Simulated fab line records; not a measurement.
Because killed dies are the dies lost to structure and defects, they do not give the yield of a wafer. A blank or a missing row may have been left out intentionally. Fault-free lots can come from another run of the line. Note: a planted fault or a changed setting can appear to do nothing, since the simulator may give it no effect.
Struck lot and sound lot, side by side | flow sky130 | 43 steps out of a route of 708
Sound: wafers L332.1, L332.2, L332.6. Struck: wafers L347.2, L347.3, L347.4. The cause is named last.
Each step with rows lists, per side, the tool, then ch with its chambers, then its first start. Under that, the readings that differ: sound wafers | struck wafers | difference of the means | sigmas: that difference in standard deviations of wafers without a fault.
alike: words and numbers the same on both sides, and readings whose means are apart by under 2 such deviations; not compared: readings that were withheld, readings missing a value for some wafer, numbers with overlapping values and no deviation given by the record, and bounds like >300 which may hide the same value.
Wherever a step has rows on one side only, a row that says differs or no value, or a row with sigmas, the two part there. Non-overlapping numbers with no deviation appear without sigmas and do not part them. Lack of a reading on every wafer of one side parts them only where that side has two or more wafers.

first, 4 steps without rows for these wafers: SKY_VIA2_CLEAN_18 (cleans in IPA, time 180 s); SKY_VIA2_CLEAN_19 (cleans in O3/DIW); SKY_VIA2_SPUTTER_20 (material TiN, target thk 20 nm, time 80 s); SKY_VIA2_CVD_21 (deposits W, target thk 420 nm, time 126.4 s).
SKY_VIA2_RS_MEAS_22: measures by four-point-probe.
  sound on filmMetro-03, day 36 09:49; struck on filmMetro-01, day 42 08:20
  alike: VIA2_W_RS
SKY_VIA2_THK_MEAS_23: measures by xrf.
  sound on filmMetro-03, day 36 09:56; struck on filmMetro-01, day 42 08:27
  alike: VIA2_W_THK
SKY_VIA2_CMP_24: polishes, stops on SiO2, t overpolish 20 s, target thk 0 nm.
  sound on cmp-01 ch 0,1,3, day 36 09:59; struck on cmp-02 ch 0,1,2, day 42 10:35
  alike: headPressurePsi, motorCurrentA, overpolishRunS, timeToEndpointS
SKY_METAL3_SPUTTER_00: material Ti, target thk 15 nm, time 10 s.
  sound on pvdSputter-03, day 36 10:17; struck on pvdSputter-04, day 42 10:53
  alike: throttleValvePct
then, 1 step without rows for these wafers: SKY_METAL3_SPUTTER_01 (material TiN, target thk 20 nm, time 16.7 s).
SKY_METAL3_SPUTTER_02: material AlCu, target thk 735 nm, time 39.1 s.
  sound on pvdSputter-03, day 36 10:20; struck on pvdSputter-04, day 42 10:55
  alike: throttleValvePct
then, 1 step without rows for these wafers: SKY_METAL3_SPUTTER_03 (material Ti, target thk 5 nm, time 3.3 s).
SKY_METAL3_SPUTTER_04: material TiN, target thk 70 nm, time 58.3 s.
  sound on pvdSputter-03, day 36 10:24; struck on pvdSputter-04, day 42 10:59
  alike: throttleValvePct
SKY_CAPM_CVD_00: deposits SiO2, target thk 15.5 nm.
  sound on pecvd-02 ch 0,1,2, day 36 10:27; struck on pecvd-02 ch 0,2, day 42 11:02
  alike: heaterPowerOuterW, heaterPowerW, rfFwdPowerW
SKY_CAPM_THK_MEAS_01:
  sound on filmMetro-02, day 36 10:28; struck on filmMetro-01, day 42 11:04
  alike: CAPM_CVD_00_THK
then, 1 step without rows for these wafers: SKY_CAPM_SPUTTER_02 (material TiN, target thk 200 nm, time 166.7 s).
SKY_CAPM_RS_MEAS_03: measures by four-point-probe.
  sound on filmMetro-03, day 36 10:38; struck on filmMetro-03, day 42 11:14
  alike: CAPM_TIN_RS
SKY_CAPM_THK_MEAS_04: measures by xrf.
  sound on filmMetro-03, day 36 10:46; struck on filmMetro-03, day 42 11:21
  alike: CAPM_TIN_THK
then, 7 steps without rows for these wafers: SKY_CAPM_DEHYDRATE_05 (time 60 s); SKY_CAPM_HMDS_06 (prime time 60 s); SKY_CAPM_COAT_07 (resist thk 1140 nm); SKY_CAPM_SOFTBAKE_08 (time 60 s); SKY_CAPM_EXPOSE_09 (exposes mask CAPM, target cd 1000 nm); SKY_CAPM_PEB_10; SKY_CAPM_DEVELOP_11 (develop time 60 s).
SKY_CAPM_OVL_MEAS_12:
  sound on overlay-02, day 37 11:28; struck on overlay-02, day 43 09:10
  alike: CAPM_OVL
SKY_CAPM_METAL_ETCH_13: etches TiN in Cl2/BCl3, stops on SiO2, target depth 220 nm, time 62.9 s.
  sound on rieMetal-01 ch 0,1, day 37 11:30; struck on rieMetal-01 ch 0,1, day 43 09:11
  alike: bcl3FlowSccm, drypumpMotorCurrentA, oesProductAu, rfFwdPowerW, throttleValvePct
  not compared: rfHoursCounterH
then, 12 steps without rows for these wafers: SKY_CAPM_STRIP_14 (strips in O2/N2); SKY_CAPM_STRIP_15 (strips in post etch residue remover, time 1200 s); SKY_CAPM_CLEAN_16 (cleans in IPA, time 180 s); SKY_CAPM_CLEAN_17 (cleans in O3/DIW); SKY_METAL3_DEHYDRATE_05 (time 60 s); SKY_METAL3_HMDS_06 (prime time 60 s); SKY_METAL3_COAT_07 (resist thk 60 nm); SKY_METAL3_COAT_08 (resist thk 1140 nm); SKY_METAL3_SOFTBAKE_09 (time 90 s); SKY_METAL3_EXPOSE_10 (exposes mask MM3, target cd 300 nm); SKY_METAL3_PEB_11; SKY_METAL3_DEVELOP_12 (develop time 58.83 s).
SKY_METAL3_CD_MEAS_13: target cd 300 nm.
  sound on cdSem-01, day 38 13:10; struck on cdSem-01, day 44 08:15
  alike: cdNm
SKY_METAL3_OVL_MEAS_14:
  sound on overlay-02, day 38 13:17; struck on overlay-02, day 44 08:21
  alike: METAL3_OVL
then, 2 steps without rows for these wafers: SKY_METAL3_DESCUM_15 (chemistry O2, time 8 s); SKY_METAL3_ETCH_16 (etches BARC in N2/H2, stops on SiO2, time 88.2 s, target depth 60 nm).
-- the record jumps here: 6 days lie between the struck wafers' starts before and after (it left off in module METAL3 and takes up again in module PAD_OPEN, whose first step shown is number 708 of the route) --
SKY_PAD_OPEN_PROBE_99:
  sound on prober-01, day 45 13:53; struck on prober-02, day 50 11:25
reading                               | sound               | struck            | difference | sigmas
defectLimitedYield (%)                | 82.5 82.9 81.5      | 72.2 72.4 70.7    | -10.5      | -6
killed_at_M4_up                       | 1 2 3               | 6 5 6             | +4         | +2
killedAtOther                         | 1 2 1               | 47 54 51          | +49        | +77
killedDies                            | 86 84 91            | 137 136 144       | +52        | +6
sort_bin_3_pad_short (%)              | 1.0 0.4 0.4         | 3.0 2.8 2.6       | +2.2       | +6
sort_bin_5_function (%)               | 11.0 10.0 12.6      | 18.1 18.3 19.9    | +7.6       | +5
sortNPass                             | 406 408 401         | 355 356 348       | -52        | -6
sortYieldPct (%)                      | 82.5 82.9 81.5      | 72.2 72.4 70.7    | -10.5      | -6
model.etest.tester.sortNPass          | 406 408 401         | 355 356 348       | -52        | 
model.etest.tester.sortYieldPct (%)   | 82.52 82.93 81.5    | 72.15 72.36 70.73 | -10.57     | 
model.etest.tester.sort_bin_5_pct (%) | 10.98 9.959 12.6    | 18.09 18.29 19.92 | +7.59      | 
model.etest.tester.sort_bin_3_pct (%) | 1.016 0.4065 0.4065 | 3.049 2.846 2.642 | +2.236     | 
  alike: killed_at_M0_to_M3, killedAtContacts, killedAtFrontEnd, killedOpen, killedShort, sort_bin_6_memory

## WHERE THEY PART
Only at SKY_PAD_OPEN_PROBE_99, as far as this record shows.

WHY: whatever the simulator had introduced
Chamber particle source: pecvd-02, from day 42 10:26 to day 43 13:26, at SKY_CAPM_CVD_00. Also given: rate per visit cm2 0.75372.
